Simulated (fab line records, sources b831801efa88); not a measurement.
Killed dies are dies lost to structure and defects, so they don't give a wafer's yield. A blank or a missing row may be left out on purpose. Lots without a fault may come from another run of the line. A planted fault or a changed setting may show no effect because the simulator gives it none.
A struck lot beside a sound one | flow sky130 | 15 steps out of a route of 708
Sound: wafers L935.1, L935.4, L935.5. Struck: wafers L923.4, L923.5, L923.6. The cause comes at the end.
At each step with rows: each side's tool, then ch and its chambers, then its first start. Under that, the readings that differ: sound wafers | struck wafers | difference of the means | sigmas: that difference in standard deviations of wafers without a fault.
alike: readings whose means differ by less than 2 such deviations, and words and numbers that are the same on both sides. not compared: withheld readings, readings that some wafer has no value for, bounds like >300 that may hide the same value, and numbers for which the record gives no deviation and whose values overlap.
The two part at a step that has a row with sigmas, a row that says differs or no value, or rows on one side only. Numbers that don't overlap but have no deviation are shown without sigmas and don't part them. A reading that every wafer of one side lacks parts them only if that side has two wafers or more.

first, 4 steps without rows for these wafers: SKY_LOCAL_INTERCONNECT_SOFTBAKE_07 (time 90 s); SKY_LOCAL_INTERCONNECT_EXPOSE_08 (exposes mask LI1M, target cd 170 nm); SKY_LOCAL_INTERCONNECT_PEB_09; SKY_LOCAL_INTERCONNECT_DEVELOP_10 (develop time 60 s).
SKY_LOCAL_INTERCONNECT_CD_MEAS_11: target cd 170 nm.
  sound on cd_sem-02, day 35 17:34; struck on cd_sem-01, day 31 09:51
  alike: cd_nm
SKY_LOCAL_INTERCONNECT_OVL_MEAS_12:
  sound on overlay-01, day 35 17:41; struck on overlay-02, day 31 09:56
  alike: LOCAL_INTERCONNECT_OVL
SKY_LOCAL_INTERCONNECT_ETCH_13: etches BARC in N2/H2, stops on SiO2, time 45.9 s, target depth 60 nm.
  sound on rie_metal-01 ch 1, day 35 17:44; struck on rie_metal-03 ch 1, day 31 10:01
  reading                     | sound       | struck      | difference | sigmas
  drypump_motor_current_A (A) | 5.5 5.5 5.5 | 6.3 6.3 6.3 | +0.8       | +2
  alike: oes_product_au, throttle_valve_pct
  not compared: rf_hours_counter_h
SKY_LOCAL_INTERCONNECT_METAL_ETCH_14: etches TiN in Cl2/BCl3, stops on PSG, target depth 110 nm, time 31.4 s.
  sound on rie_metal-01 ch 1, day 35 17:51; struck on rie_metal-03 ch 1, day 31 10:08
  reading                     | sound       | struck      | difference | sigmas
  drypump_motor_current_A (A) | 5.5 5.4 5.4 | 6.3 6.3 6.3 | +0.9       | +2
  alike: oes_product_au, throttle_valve_pct
  not compared: rf_hours_counter_h
SKY_LOCAL_INTERCONNECT_STRIP_15: strips in O2/N2.
  sound on plasma_asher-02 ch 0,1, day 35 17:57; struck on plasma_asher-03 ch 0,1, day 31 10:13
  alike: drypump_motor_current_A, oes_product_au, strip_time_to_endpoint_s
  not compared: rf_hours_counter_h
then, 3 steps without rows for these wafers: SKY_LOCAL_INTERCONNECT_STRIP_16 (strips in post etch residue remover, time 1200 s); SKY_LOCAL_INTERCONNECT_CLEAN_17 (cleans in IPA, time 180 s); SKY_LOCAL_INTERCONNECT_CLEAN_18 (cleans in O3/DIW).
SKY_CONTACT_CVD_00: deposits Si3N4, target thk 75 nm.
  sound on pecvd-03 ch 0,1, day 35 18:33; struck on pecvd-01 ch 0,1,2, day 31 10:00
  alike: heater_power_w
SKY_CONTACT_THK_MEAS_01:
  sound on film_metro-01, day 35 18:35; struck on film_metro-01, day 31 11:16
  reading                 | sound          | struck            | difference | sigmas
  CONTACT_CVD_00_THK (nm) | 73.1 74.4 74.9 | 151.2 153.4 152.5 | +78.2      | +65
SKY_PAD_OPEN_PROBE_99:
  the record has rows for the sound wafers here (prober-02, day 49 16:52) and none for the struck ones

WHERE THEY PART
First at SKY_LOCAL_INTERCONNECT_ETCH_13; last, within this record, at SKY_PAD_OPEN_PROBE_99.

WHY: what the simulator had put in
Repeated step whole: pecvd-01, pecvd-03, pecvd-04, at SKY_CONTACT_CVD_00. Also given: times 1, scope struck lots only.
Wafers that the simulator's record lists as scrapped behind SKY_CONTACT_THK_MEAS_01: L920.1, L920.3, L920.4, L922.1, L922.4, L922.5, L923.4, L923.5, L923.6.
